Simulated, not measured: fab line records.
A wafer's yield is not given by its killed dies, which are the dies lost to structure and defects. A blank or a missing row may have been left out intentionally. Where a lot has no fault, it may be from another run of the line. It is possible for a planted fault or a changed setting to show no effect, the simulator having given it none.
Which of the tools did it? ; flow sky130 ; 72 wafers from 24 lots sampled at 4 of the route's 708 steps

== WHAT THE GAUGES READ, wafer by wafer ==
SKY_VT_ADJUST_HVTP_OVL_MEAS_08.
lot;measured;on;VT_ADJUST_HVTP_OVL (nm)
L074;day 5 23:55;overlay-02;0.3 2.6 3.5
L075;day 6 06:04;overlay-02;0.7 1.7 -0.2
L076;day 6 20:25;overlay-02;1.2 0.5 1.5
L077;day 7 00:22;overlay-01;-3.5 -1.6 -0.1
L078;day 7 09:13;overlay-02;1.0 0.6 1.3
L079;day 7 13:34;overlay-01;-0.8 -1.1 -1.0
L080;day 7 19:07;overlay-02;2.9 2.7 2.0
L081;day 7 21:58;overlay-02;-0.1 0.5 1.4
L082;day 8 06:31;overlay-02;0.6 1.5 2.6
L083;day 8 11:26;overlay-01;0.2 0.5 -0.5
L084;day 8 17:13;overlay-02;-0.2 1.8 2.0
L085;day 9 02:56;overlay-02;0.9 1.9 1.3
L086;day 9 07:07;overlay-02;4.6 1.9 2.2
L087;day 9 10:58;overlay-01;-0.1 -0.4 0.7
L088;day 9 17:25;overlay-01;-0.2 -1.7 -0.6
L089;day 10 00:31;overlay-02;0.5 1.2 1.2
L090;day 10 10:58;overlay-01;-0.2 0.9 -1.1
L091;day 10 12:58;overlay-02;4.4 3.8 1.7
L092;day 10 17:07;overlay-01;0.3 -0.3 0.8
L093;day 11 04:08;overlay-01;-1.9 -0.9 -0.6
L094;day 11 08:44;overlay-02;1.7 1.1 1.2
L095;day 11 14:37;overlay-02;0.8 3.8 2.2
L096;day 11 17:31;overlay-02;2.3 1.6 2.9
L097;day 12 03:04;overlay-02;2.6 2.1 2.3

SKY_SD_N_TW_MEAS_12.
lot;measured;on;SD_N_TW
L074;day 27 20:54;film_metro-04;3995 3987 4004
L075;day 28 01:25;film_metro-01;3936 3960 3959
L076;day 28 23:42;film_metro-04;3997 3995 4006
L077;day 29 02:25;film_metro-03;3940 3944 3952
L078;day 30 09:57;film_metro-01;3923 3938 3928
L079;day 30 14:38;film_metro-04;4023 4005 4003
L080;day 30 13:08;film_metro-04;3988 4018 3997
L081;day 30 13:54;film_metro-04;3978 3971 3979
L082;day 30 17:56;film_metro-04;4000 3999 4010
L083;day 30 23:57;film_metro-04;3978 3983 3978
L084;day 31 19:20;film_metro-04;3996 3984 3977
L085;day 31 17:30;film_metro-03;3951 3981 3983
L086;day 31 21:50;film_metro-04;3973 3992 3990
L087;day 32 06:38;film_metro-01;3918 3923 3934
L088;day 32 10:37;film_metro-01;3946 3988 3961
L089;day 32 17:37;film_metro-01;3951 3933 3963
L090;day 33 07:45;film_metro-03;4007 3985 3984
L091;day 33 11:56;film_metro-01;3901 3907 3909
L092;day 33 19:51;film_metro-03;3998 3977 3996
L093;day 34 04:04;film_metro-03;3977 4000 4004
L094;day 34 08:10;film_metro-04;4033 4010 3999
L095;day 34 12:09;film_metro-04;3997 3997 4006
L096;day 34 19:53;film_metro-04;4013 4021 4014
L097;day 35 03:09;film_metro-04;3989 4001 3989

SKY_CONTACT_OVL_MEAS_15.
lot;measured;on;CONTACT_OVL (nm)
L074;day 31 12:02;overlay-01;0 -7 0
L075;day 31 18:07;overlay-01;2 1 6
L076;day 32 13:35;overlay-01;-8 -7 -5
L077;day 32 16:42;overlay-01;-3 4 4
L078;day 34 00:01;overlay-01;4 -4 5
L079;day 34 03:58;overlay-01;1 -4 -3
L080;day 34 02:44;overlay-01;8 6 4
L081;day 34 03:05;overlay-02;1 -7 -2
L082;day 34 07:17;overlay-01;-7 -1 -9
L083;day 34 12:04;overlay-01;-1 0 4
L084;day 35 08:58;overlay-02;-4 -4 -1
L085;day 35 05:13;overlay-01;0 4 1
L086;day 35 09:40;overlay-01;-1 12 3
L087;day 35 18:22;overlay-01;0 4 0
L088;day 35 21:52;overlay-01;9 0 1
L089;day 36 05:33;overlay-01;2 3 2
L090;day 36 18:55;overlay-02;8 9 7
L091;day 37 00:28;overlay-02;-3 0 9
L092;day 37 08:35;overlay-01;16 11 9
L093;day 37 15:10;overlay-01;2 4 5
L094;day 37 18:55;overlay-02;6 -2 1
L095;day 37 22:25;overlay-01;-9 -2 1
L096;day 38 06:47;overlay-02;11 0 4
L097;day 38 13:37;overlay-01;3 -6 4

== EACH LOT AND THE TOOL THAT RAN IT (in order: tool; ch and the chambers of the sampled wafers; start) ==
lot;SKY_SD_P_STRIP_10
L074;plasma_asher-02 ch 0,1, day 25 09:44
L075;plasma_asher-01 ch 0,1, day 25 14:44
L076;plasma_asher-01 ch 0,1, day 26 13:38
L077;plasma_asher-02 ch 0,1, day 26 16:33
L078;plasma_asher-03 ch 0,1, day 28 00:29
L079;plasma_asher-03 ch 0,1, day 28 05:09
L080;plasma_asher-02 ch 0,1, day 28 03:44
L081;plasma_asher-03 ch 0,1, day 28 04:33
L082;plasma_asher-01 ch 0,1, day 28 09:56
L083;plasma_asher-03 ch 0,1, day 28 17:05
L084;plasma_asher-02 ch 0,1, day 29 12:03
L085;plasma_asher-01 ch 0,1, day 29 09:26
L086;plasma_asher-03 ch 0,1, day 29 14:57
L087;plasma_asher-02 ch 0,1, day 29 23:00
L088;plasma_asher-03 ch 0,1, day 30 03:17
L089;plasma_asher-02 ch 0,1, day 30 10:56
L090;plasma_asher-02 ch 0,1, day 31 02:23
L091;plasma_asher-01 ch 0,1, day 31 06:54
L092;plasma_asher-01 ch 0,1, day 31 12:24
L093;plasma_asher-01 ch 0,1, day 31 21:17
L094;plasma_asher-03 ch 0,1, day 32 02:08
L095;plasma_asher-01 ch 0,1, day 32 06:41
L096;plasma_asher-02 ch 0,1, day 32 14:51
L097;plasma_asher-02 ch 0,1, day 32 21:12
- SKY_SD_P_STRIP_10: strips in O2/N2.

== WHAT THE TOOLS THEMSELVES READ (means of the sampled wafers that have a number; where no wafer has one, the mark that the record gives instead) ==
SKY_SD_P_STRIP_10.
lot;tool;chamber_pressure_mTorr (mTorr);drypump_motor_current_A (A);o2_flow_sccm (sccm);oes_product_au (a.u.);strip_time_to_endpoint_s (s)
L074;plasma_asher-02;1498.6;5.32;2993;0.618;17.48
L075;plasma_asher-01;1499.2;5.42;3013;0.618;17.44
L076;plasma_asher-01;1500.1;5.41;2999;0.618;17.47
L077;plasma_asher-02;1499.9;5.45;3006;0.615;17.44
L078;plasma_asher-03;1498.8;5.28;2995;0.623;17.53
L079;plasma_asher-03;1502.3;5.13;2990;0.617;17.49
L080;plasma_asher-02;1499.1;5.48;3001;0.614;17.51
L081;plasma_asher-03;1499.7;5.09;2995;0.617;17.42
L082;plasma_asher-01;1498.4;5.43;2997;0.616;17.45
L083;plasma_asher-03;1500.0;5.14;3002;0.619;17.44
L084;plasma_asher-02;1500.8;5.49;2993;0.618;17.49
L085;plasma_asher-01;1499.1;5.28;3011;0.621;17.47
L086;plasma_asher-03;1499.4;5.27;2992;0.621;17.40
L087;plasma_asher-02;1499.9;5.47;3000;0.621;17.47
L088;plasma_asher-03;1501.5;5.08;3002;0.615;17.48
L089;plasma_asher-02;1499.6;5.32;2994;0.615;17.46
L090;plasma_asher-02;1500.3;5.48;2998;0.614;17.48
L091;plasma_asher-01;1500.1;5.42;2987;0.618;17.51
L092;plasma_asher-01;1499.0;5.42;3005;0.617;17.46
L093;plasma_asher-01;1499.5;5.28;2992;0.613;17.48
L094;plasma_asher-03;1501.1;5.28;3014;0.620;17.48
L095;plasma_asher-01;1500.1;5.41;2992;0.621;17.42
L096;plasma_asher-02;1499.8;5.29;3008;0.618;17.50
L097;plasma_asher-02;1499.0;5.46;3007;0.616;17.47

== THE ANSWER, worked out from the rows above alone ==
Rule: usual is defined by the lots themselves. Put in order of their means at a reading, lots are off if they are a third of the lots or fewer, leave a main group of 4 or more, and stand apart from it by a gap of 3 or more times the standard deviation of the main group's means; of several such gaps the widest counts. Not used: any main group whose means are identical at the precision the tables above print for the reading. Also off: a lot with no number at a reading for which 4 or more lots have one. Where the step has rows for the other lots, those lots are counted as sound. First the gauges in route order, then the tools' own readings, where a lot's mean is used as printed above. The first step at which some lot is off is used, and at that step the reading that is off furthest; a lot without a number counts as furthest.
Nothing can be told from this: no lot is off at any reading shown.

== WHAT WAS PUT IN BY THE SIMULATOR ==
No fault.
